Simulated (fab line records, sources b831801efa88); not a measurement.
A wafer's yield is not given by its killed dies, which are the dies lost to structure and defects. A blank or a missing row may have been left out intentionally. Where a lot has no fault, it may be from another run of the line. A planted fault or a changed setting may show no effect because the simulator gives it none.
fab line records ; flow sky130
record: lots: 5; wafers: 15; lastDay: 49
route steps=708 shown VIA1@467 PAD_OPEN@708
lots with no fault: from the same line, run without faults
startH: start of the lot's first displayed wafer, in hours after the record's first day ; waitH: hours elapsed since this lot's preceding step ; " as in the row above ; L1.1+2: a single row standing in for several wafers ; - no value, or no start was given ; * or withheld: withheld ; < > ~ a bound
route shown NAME@n: a module of which the file shows steps, and the number in the route of the first ; usual: average and standard deviation across the fault-free wafers ; same: alike in all rows ; chamber/n: place in a boat ; sites: per-site readings ; _std_site: the values' standard deviation ; _edge_site: outer sites' mean less inner sites' ; radiusMm: how far each site lies from the wafer's centre ; mask NAME#n: copy n ; behind: the last tool/chamber to shape the wafer ; hold: why the lot went on hold/how many hours it stayed there/how the hold came to an end ; device: transistor that didn't switch, given as n, p or np ; end of line: the route-end tests of the same wafers ; a step with no rows: only its recipe ; killed: dies lost to structure and defects at the first sort, not the wafer's yield ; map: a wafer's dies, marking killed ones x, the rest . and places with no die _
set.NAME: the setting as run; set.NAME@STEP: as run at that earlier step ; model.NAME: the simulator's own value behind a step, which no gauge read
lots at selected steps of the route; one table per step, one row per wafer
services: from which hour (startH, from the record's first day; less than 0 if before it) a tool's chamber was out of use, for how many hours, and why
== steps ==
step: SKY_VIA1_EXPOSE_09
recipe: maskId: VIM; na: 0.8; sourceShape: annular; sigmaInner: 0.55; sigmaOuter: 0.85; targetCdNm: 150; doseMj: 38
step: SKY_VIA1_PEB_10
recipe: pebTempC: withheld; pebTimeS: withheld; resist: KrF-thick
step: SKY_VIA1_DEVELOP_11
recipe: developTimeS: 60; resist: KrF-thick; devTempC: 21
step: SKY_VIA1_CD_MEAS_12
recipe: targetCdNm: 150
usual: cdNm: 150.2/1.9
lot.wafer;tool;chamber;startH;waitH;cdNm
L331.1;cdSem-02;-;790.36;-;150.7
L331.3;cdSem-02;-;790.36;-;149.7
L331.4;cdSem-02;-;790.36;-;150.7
L341.2;cdSem-01;-;874.14;-;151.6
L341.3;cdSem-01;-;874.14;-;150.4
L341.4;cdSem-01;-;874.14;-;151.3
L349.2;cdSem-01;-;928.93;-;148.7
L349.3;cdSem-01;-;928.93;-;149.8
L349.4;cdSem-01;-;928.93;-;148.9
L351.1;cdSem-02;-;938.01;-;150.6
L351.2;cdSem-02;-;938.01;-;148.5
L351.4;cdSem-02;-;938.01;-;150.1
L352.1;cdSem-01;-;941.46;-;154.1
L352.3;cdSem-01;-;941.46;-;153.9
L352.5;cdSem-01;-;941.46;-;152.7
step: SKY_VIA1_OVL_MEAS_13
usual: VIA1_OVL: -5/5.8
lot.wafer;tool;chamber;startH;waitH;VIA1_OVL[nm]
L331.1;overlay-01;-;790.48;0.1;4
L331.3;overlay-01;-;790.48;0.1;6
L331.4;overlay-01;-;790.48;0.1;-8
L341.2;overlay-01;-;874.25;0.1;1
L341.3;overlay-01;-;874.25;0.1;-10
L341.4;overlay-01;-;874.25;0.1;-3
L349.2;overlay-02;-;929.03;0.1;3
L349.3;overlay-02;-;929.03;0.1;2
L349.4;overlay-02;-;929.03;0.1;-7
L351.1;overlay-01;-;938.13;0.1;-4
L351.2;overlay-01;-;938.13;0.1;-15
L351.4;overlay-01;-;938.13;0.1;-7
L352.1;overlay-02;-;941.58;0.1;-9
L352.3;overlay-02;-;941.58;0.1;-11
L352.5;overlay-02;-;941.58;0.1;-5
step: SKY_VIA1_ETCH_14
recipe: chemistry: N2/H2; target: BARC; ionEnergyEv: 200; sourceW: 500; biasW: 100; pressureMtorr: 30; n2FlowSccm: 100; h2FlowSccm: 200; stopOn: SiO2; timeS: 45.9; targetDepthA: 600
usual: drypumpMotorCurrentA: 5.6/0.48; h2FlowSccm: 200.0/0.66; oesProductAu: 0.855/0.0045; throttleValvePct: 13.224/0.009
same: timeS: 45.9
lot.wafer;tool;chamber;startH;waitH;drypumpMotorCurrentA;h2FlowSccm;oesProductAu;rfHoursCounterH;throttleValvePct
L331.1;rieDiel-02;3;790.51;0.0;5.9;199.6;0.860;18;13.218
L331.3;rieDiel-02;0;790.51;0.0;5.2;201.1;0.856;4;13.231
L331.4;rieDiel-02;1;790.51;0.0;5.5;199.6;0.849;13;13.222
L341.2;rieDiel-04;0;874.28;0.0;6.3;200.3;0.852;13;13.226
L341.3;rieDiel-04;2;874.28;0.0;5.5;200.1;0.847;13;13.220
L341.4;rieDiel-04;3;874.28;0.0;5.3;200.8;0.858;19;13.210
L349.2;rieDiel-04;0;929.06;0.0;6.3;199.2;0.858;14;13.223
L349.3;rieDiel-04;3;929.06;0.0;5.3;199.9;0.852;20;13.225
L349.4;rieDiel-04;2;929.06;0.0;5.5;199.4;0.859;15;13.229
L351.1;rieDiel-02;0;938.16;0.0;5.2;199.3;0.856;8;13.222
L351.2;rieDiel-02;3;938.16;0.0;5.9;199.1;0.855;21;13.220
L351.4;rieDiel-02;2;938.16;0.0;5.7;199.6;0.853;9;13.218
L352.1;rieDiel-03;3;941.62;0.0;5.8;200.0;0.862;20;13.228
L352.3;rieDiel-03;1;941.62;0.0;5.6;200.7;0.858;19;13.229
L352.5;rieDiel-03;3;941.62;0.0;5.7;200.8;0.860;-;13.227
step: SKY_VIA1_ETCH_15
recipe: target: SiO2; chemistry: C4F8/O2/Ar; targetDepthNm: 351; stopOn: TiN; maskMaterial: KrF-thick; sourceW: 1500; biasW: 1200; pressureMtorr: 40; c4f8FlowSccm: withheld; O2_flow_sccm: 6; Ar_flow_sccm: 300; timeS: 54
usual: oesProductAu: 0.982/0.0056
same: timeS: 54
lot.wafer;tool;chamber;startH;waitH;oesProductAu;rfHoursCounterH
L331.1;rieDiel-02;3;790.56;0.0;0.972;18
L331.3;rieDiel-02;0;790.56;0.0;0.978;4
L331.4;rieDiel-02;1;790.56;0.0;0.988;13
L341.2;rieDiel-04;0;874.32;0.0;0.982;13
L341.3;rieDiel-04;2;874.32;0.0;0.981;13
L341.4;rieDiel-04;3;874.32;0.0;0.982;19
L349.2;rieDiel-04;0;929.10;0.0;0.986;14
L349.3;rieDiel-04;3;929.10;0.0;0.977;20
L349.4;rieDiel-04;2;929.10;0.0;0.980;15
L351.1;rieDiel-02;0;938.20;0.0;0.983;8
L351.2;rieDiel-02;3;938.20;0.0;0.986;21
L351.4;rieDiel-02;2;938.20;0.0;0.988;9
L352.1;rieDiel-03;3;941.66;0.0;0.992;20
L352.3;rieDiel-03;1;941.66;0.0;0.977;19
L352.5;rieDiel-03;3;941.66;0.0;0.993;-
step: SKY_VIA1_STRIP_16
recipe: chemistry: O2/N2; powerW: 1400; pressureMtorr: 1500; platenTempC: withheld; o2FlowSccm: 3000; n2FlowSccm: 300; overashFraction: 0.5
usual: drypumpMotorCurrentA: 5.7/0.49; oesProductAu: 0.416/0.0047; stripTimeToEndpointS: 4.464/0.022
lot.wafer;tool;chamber;startH;waitH;drypumpMotorCurrentA;oesProductAu;rfHoursCounterH;stripTimeToEndpointS
L331.1;plasmaAsher-03;1;790.60;0.0;5.4;0.414;4;4.456
L331.3;plasmaAsher-03;1;790.60;0.0;5.4;0.423;-;4.494
L331.4;plasmaAsher-03;0;790.60;0.0;6.4;0.419;-;4.430
L341.2;plasmaAsher-04;1;874.37;0.0;5.8;0.414;74;4.468
L341.3;plasmaAsher-04;1;874.37;0.0;5.8;0.412;-;4.476
L341.4;plasmaAsher-04;0;874.37;0.0;5.6;0.421;-;4.506
L349.2;plasmaAsher-03;1;929.15;0.0;5.4;0.411;17;4.452
L349.3;plasmaAsher-03;1;929.15;0.0;5.4;0.419;-;4.488
L349.4;plasmaAsher-03;0;929.15;0.0;6.5;0.423;-;4.464
L351.1;plasmaAsher-04;1;938.25;0.0;5.8;0.407;82;4.463
L351.2;plasmaAsher-04;0;938.25;0.0;5.6;0.417;82;4.434
L351.4;plasmaAsher-04;0;938.25;0.0;5.6;0.417;-;4.428
L352.1;plasmaAsher-03;0;941.70;0.0;6.4;0.413;19;4.444
L352.3;plasmaAsher-03;0;941.70;0.0;6.4;0.416;-;4.458
L352.5;plasmaAsher-03;1;941.70;0.0;5.4;0.416;-;4.440
step: SKY_VIA1_STRIP_17
recipe: chemistry: postEtchResidueRemover; timeS: 1200; tempC: 72.5
step: SKY_VIA1_CLEAN_18
recipe: chemistry: IPA; timeS: 180; tempC: 25
step: SKY_VIA1_CLEAN_19
recipe: chemistry: O3/DIW; dry: n2Spin
step: SKY_VIA1_SPUTTER_20
recipe: material: TiN; targetThkNm: 20; chamberPressurePa: 5; powerW: 4000; timeS: 80
usual: throttleValvePct: 30.7/1.3
same: timeS: 80
lot.wafer;tool;chamber;startH;waitH;throttleValvePct
L331.1;pvdSputter-03;-;791.23;0.0;31.8
L331.3;pvdSputter-03;-;791.23;0.0;31.2
L331.4;pvdSputter-03;-;791.23;0.0;31.8
L341.2;pvdSputter-01;-;874.96;0.0;30.5
L341.3;pvdSputter-01;-;874.96;0.0;31.3
L341.4;pvdSputter-01;-;874.96;0.0;29.8
L349.2;pvdSputter-01;-;929.79;0.0;32.3
L349.3;pvdSputter-01;-;929.79;0.0;31.1
L349.4;pvdSputter-01;-;929.79;0.0;29.9
L351.1;pvdSputter-03;-;938.86;0.0;31.7
L351.2;pvdSputter-03;-;938.86;0.0;31.8
L351.4;pvdSputter-03;-;938.86;0.0;31.9
L352.1;pvdSputter-01;-;942.34;0.0;32.5
L352.3;pvdSputter-01;-;942.34;0.0;29.5
L352.5;pvdSputter-01;-;942.34;0.0;31.3
step: SKY_VIA1_CVD_21
recipe: material: W; targetThkNm: 270; timeS: 80.902; tempC: 400; pressureTorr: 40
usual: chamberPressureTorr: 40.01/0.086; heaterPowerW: 924/67
lot.wafer;tool;chamber;startH;waitH;chamberPressureTorr;heaterPowerW;model.W_of_VIA1_CVD_21.thkNm
L331.1;cvdW-01;0;791.30;0.0;39.89;1093;268.7
L331.3;cvdW-01;0;791.30;0.0;39.87;1077;269.3
L331.4;cvdW-01;1;791.30;0.0;40.03;933;273.5
L341.2;cvdW-02;0;875.02;0.0;40.01;889;269.8
L341.3;cvdW-02;0;875.02;0.0;39.96;872;269.1
L341.4;cvdW-02;1;875.02;0.0;39.96;898;269.5
L349.2;cvdW-01;1;929.85;0.0;39.99;883;267.5
L349.3;cvdW-01;0;929.85;0.0;39.99;973;246.7
L349.4;cvdW-01;1;929.85;0.0;40.03;873;251.4
L351.1;cvdW-02;1;938.92;0.0;40.10;915;267.3
L351.2;cvdW-02;0;938.92;0.0;40.01;877;266.4
L351.4;cvdW-02;1;938.92;0.0;39.88;903;267.9
L352.1;cvdW-02;1;942.40;0.0;39.83;917;266.4
L352.3;cvdW-02;1;942.40;0.0;39.93;913;271.1
L352.5;cvdW-02;0;942.40;0.0;40.01;868;269.5
step: SKY_VIA1_RS_MEAS_22
recipe: thkMeasGauge: four-point-probe; reads: W_of_VIA1_CVD_21+TiN_of_VIA1_SPUTTER_20
usual: VIA1_W_RS: 0.432/0.0042
lot.wafer;tool;chamber;startH;waitH;VIA1_W_RS[ohm/sq]
L331.1;filmMetro-01;-;791.39;0.1;0.429
L331.3;filmMetro-01;-;791.39;0.1;0.428
L331.4;filmMetro-01;-;791.39;0.1;0.421
L341.2;filmMetro-01;-;875.13;0.1;0.428
L341.3;filmMetro-01;-;875.13;0.1;0.428
L341.4;filmMetro-01;-;875.13;0.1;0.428
L349.2;filmMetro-01;-;929.96;0.1;0.431
L349.3;filmMetro-01;-;929.96;0.1;0.467
L349.4;filmMetro-01;-;929.96;0.1;0.459
L351.1;filmMetro-01;-;939.01;0.1;0.432
L351.2;filmMetro-01;-;939.01;0.1;0.432
L351.4;filmMetro-01;-;939.01;0.1;0.430
L352.1;filmMetro-02;-;942.49;0.1;0.434
L352.3;filmMetro-02;-;942.49;0.1;0.426
L352.5;filmMetro-02;-;942.49;0.1;0.428
step: SKY_VIA1_THK_MEAS_23
recipe: thkMeasGauge: xrf; reads: W_of_VIA1_CVD_21
usual: VIA1_W_THK: 269/3.2
lot.wafer;tool;chamber;startH;waitH;VIA1_W_THK[nm]
L331.1;filmMetro-01;-;791.51;0.1;269
L331.3;filmMetro-01;-;791.51;0.1;270
L331.4;filmMetro-01;-;791.51;0.1;272
L341.2;filmMetro-01;-;875.24;0.1;272
L341.3;filmMetro-01;-;875.24;0.1;271
L341.4;filmMetro-01;-;875.24;0.1;269
L349.2;filmMetro-01;-;930.07;0.1;271
L349.3;filmMetro-01;-;930.07;0.1;250
L349.4;filmMetro-01;-;930.07;0.1;256
L351.1;filmMetro-01;-;939.13;0.1;268
L351.2;filmMetro-01;-;939.13;0.1;269
L351.4;filmMetro-01;-;939.13;0.1;271
L352.1;filmMetro-02;-;942.61;0.1;267
L352.3;filmMetro-02;-;942.61;0.1;271
L352.5;filmMetro-02;-;942.61;0.1;271
step: SKY_VIA1_CMP_24
recipe: stopOn: SiO2; tOverpolishS: 15; downForcePsi: 3.5; platenRpm: 60; targetThkNm: 0; padVelocityMS: 0.94248
usual: motorCurrentA: 11.1/1.2; slurryFlowMlMin: 150.0/0.47
lot.wafer;tool;chamber;startH;waitH;motorCurrentA;slurryFlowMlMin
L331.3;cmp-01;1;791.62;0.1;13.1;150.0
L331.1;cmp-01;2;791.62;0.1;10.7;150.0
L331.4;cmp-01;3;791.62;0.1;10.1;149.7
L341.2;cmp-01;3;875.29;0.0;10.3;150.1
L341.4;cmp-01;1;875.29;0.0;13.3;151.0
L341.3;cmp-01;2;875.29;0.0;10.2;149.3
L349.4;cmp-02;1;930.12;0.0;10.4;149.3
L349.2;cmp-02;3;930.12;0.0;12.1;150.9
L349.3;cmp-02;0;930.12;0.0;10.1;149.9
L351.4;cmp-01;0;939.24;0.1;10.1;150.7
L351.1;cmp-01;1;939.24;0.1;12.4;150.7
L351.2;cmp-01;2;939.24;0.1;10.6;149.4
L352.1;cmp-01;1;942.67;0.1;12.2;149.5
L352.3;cmp-01;2;942.67;0.1;10.0;150.1
L352.5;cmp-01;2;942.67;0.1;10.0;149.9
step: SKY_PAD_OPEN_PROBE_99
usual: defectLimitedYield: 82.6/1.9; killed_at_M0_to_M3: 42/7.1; killed_at_M4_up: 3.3/1.9; killedAtContacts: 24/5; killedAtFrontEnd: 15/4.7; killedAtOther: 0.3/0.61; killedDies: 86/9.6; killedOpen: 47/7.5; killedShort: 38/6.6; sort_bin_3_pad_short: 0.9/0.42; sort_bin_5_function: 10.2/1.5; sort_bin_6_memory: 6.3/1.1; sortNPass: 406/9.6; sortYieldPct: 82.6/1.9
same: grossDies: 492; killedAtBackSide: 0; sort_bin_4_leakage[%]: 0; sort_bin_8_speed[%]: 0
lot.wafer;tool;chamber;startH;waitH;defectLimitedYield[%];killed_at_M0_to_M3;killed_at_M4_up;killedAtContacts;killedAtFrontEnd;killedAtOther;killedDies;killedOpen;killedShort;sort_bin_3_pad_short[%];sort_bin_5_function[%];sort_bin_6_memory[%];sortNPass;sortYieldPct[%]
L331.1;prober-02;-;1071.49;0.1;79.9;42;5;26;26;0;99;52;45;0.6;12.8;6.7;393;79.9
L331.3;prober-02;-;1071.59;0.2;83.9;40;3;21;15;0;79;42;37;0.8;8.7;6.5;413;83.9
L331.4;prober-02;-;1071.64;0.2;83.9;37;3;20;18;1;79;41;38;0.4;7.9;7.7;413;83.9
L351.1;prober-02;-;1184.42;0.1;84.1;34;0;29;15;0;78;50;27;0.8;9.8;5.3;414;84.1
L351.2;prober-02;-;1184.47;0.1;85.4;36;8;13;15;0;72;43;28;0.6;7.9;6.1;420;85.4
L351.4;prober-02;-;1184.57;0.2;80.1;48;3;29;18;0;98;64;33;0.2;12.2;7.5;394;80.1
L352.1;prober-01;-;1187.08;0.1;85.2;35;5;22;11;0;73;36;37;0.4;8.7;5.7;419;85.2
L352.3;prober-01;-;1187.18;0.2;82.9;45;7;20;12;0;84;44;40;1.0;8.3;7.7;408;82.9
L352.5;prober-01;-;1187.28;0.2;87.8;28;3;16;13;0;60;29;31;1.0;6.9;4.3;432;87.8
killed by level:class
L331.1 VIA1:geometricParticle:open=13 CONTACT:geometricParticle:open=11 FIELD_ISO:geometricParticle:short=8 METAL1:geometricParticle:short=8 LI_CONTACT:geometricParticle:open=7 FIELD_ISO:geometricParticle:open=6 METAL4:geometricParticle:short=5 METAL2:geometricParticle:short=5
L331.3 VIA1:geometricParticle:short=10 CONTACT:geometricParticle:open=9 LI_CONTACT:geometricParticle:open=7 VIA1:geometricParticle:open=7 METAL1:geometricParticle:short=5 FIELD_ISO:geometricParticle:open=4 FIELD_ISO:geometricParticle:short=4 VIA3:geometricParticle:open=4
L331.4 VIA1:geometricParticle:open=8 FIELD_ISO:geometricParticle:short=7 CONTACT:geometricParticle:open=7 VIA3:geometricParticle:open=7 VIA1:geometricParticle:short=6 METAL2:geometricParticle:short=6 FIELD_ISO:geometricParticle:open=5 LI_CONTACT:geometricParticle:open=4
L351.1 VIA2:geometricParticle:open=9 LI_CONTACT:geometricParticle:open=8 CONTACT:geometricParticle:open=8 VIA1:geometricParticle:open=6 LOCAL_INTERCONNECT:geometricParticle:short=5 VIA3:geometricParticle:open=5 SPACER:geometricParticle:open=4 METAL2:geometricParticle:short=4
L351.2 VIA2:geometricParticle:open=9 VIA1:geometricParticle:open=7 FIELD_ISO:geometricParticle:open=5 LI_CONTACT:geometricParticle:open=5 VIA3:geometricParticle:open=5 METAL1:geometricParticle:short=5 CONTACT:geometricParticle:open=3 VIA3:geometricParticle:short=3
L351.4 VIA1:geometricParticle:open=12 LI_CONTACT:geometricParticle:open=10 CONTACT:geometricParticle:open=10 VIA2:geometricParticle:open=9 VIA3:geometricParticle:open=7 FIELD_ISO:geometricParticle:open=6 FIELD_ISO:geometricParticle:short=4 LOCAL_INTERCONNECT:geometricParticle:short=4
L352.1 CONTACT:geometricParticle:open=11 METAL1:geometricParticle:short=8 LI_CONTACT:geometricParticle:open=6 VIA1:geometricParticle:open=6 VIA1:geometricParticle:short=5 METAL4:geometricParticle:short=5 METAL2:geometricParticle:short=5 VIA2:geometricParticle:open=4
L352.3 VIA1:geometricParticle:open=10 METAL4:geometricParticle:short=6 LI_CONTACT:geometricParticle:open=6 CONTACT:geometricParticle:open=5 VIA1:geometricParticle:short=5 METAL2:geometricParticle:short=5 VIA2:geometricParticle:short=5 VIA2:geometricParticle:open=5
L352.5 LI_CONTACT:geometricParticle:open=7 CONTACT:geometricParticle:open=6 VIA3:geometricParticle:open=5 POLY_GATE:geometricParticle:short=4 VIA1:geometricParticle:open=4 METAL2:geometricParticle:short=4 METAL3:geometricParticle:short=4 POLY_GATE:geometricParticle:open=3
== services ==
tool;chamber;startH;hours;kind
rieDiel-03;1;771.71;8.4;repair
cvdW-01;-;773.64;2.8;pm
rieDiel-04;-;790.76;0.5;repair
rieDiel-03;-;793.74;2.8;pm
rieDiel-03;2;803.69;2.5;repair
rieDiel-04;-;806.80;11.1;repair
plasmaAsher-03;-;807.92;1.5;repair
rieDiel-02;0;833.33;2.4;repair
pvdSputter-03;-;841.83;1.0;repair
plasmaAsher-03;-;849.57;1.6;repair
rieDiel-03;2;859.13;13.1;repair
cmp-01;-;864.45;6.7;pm
cvdW-02;-;864.74;3.9;repair
rieDiel-03;0;866.71;5.2;repair
rieDiel-03;1;886.23;1.4;repair
plasmaAsher-03;-;896.06;14.6;pm
cvdW-01;-;904.00;14.0;pm
cmp-01;-;905.01;0.5;repair
rieDiel-04;-;905.36;1.4;repair
rieDiel-02;0;907.76;5.6;repair
rieDiel-02;-;915.07;0.7;repair
rieDiel-03;-;915.80;1.6;repair
cvdW-02;1;916.64;7.3;repair
rieDiel-03;1;924.69;5.3;repair
== key ==
firstSign: step: SKY_VIA1_RS_MEAS_22; reading: VIA1_W_RS; direction: up; sigmas: 7.4; usual: 0.432; struck: 0.463
effect: step: SKY_VIA1_THK_MEAS_23; reading: VIA1_W_THK; direction: down; sigmas: 5; usual: 269; struck: 253
modelEffect: step: SKY_VIA1_CVD_21; value: W_of_VIA1_CVD_21.thkNm; without: 266.6; struck: 249
metAt SKY_VIA1_CVD_21
struckWafers L349.3,L349.4
onsetBetween 791.30 929.85
fault: kind: processParameterDrift; tool: cvdW-01; chamber: -; onsetH: 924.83; steps: SKY_VIA1_CVD_21; channel: targetThkNm; offset: -17.592; shape: step; endH: 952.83; scope: struckWafersOnly; actsIn: theseRecipesOnly; stated: 270
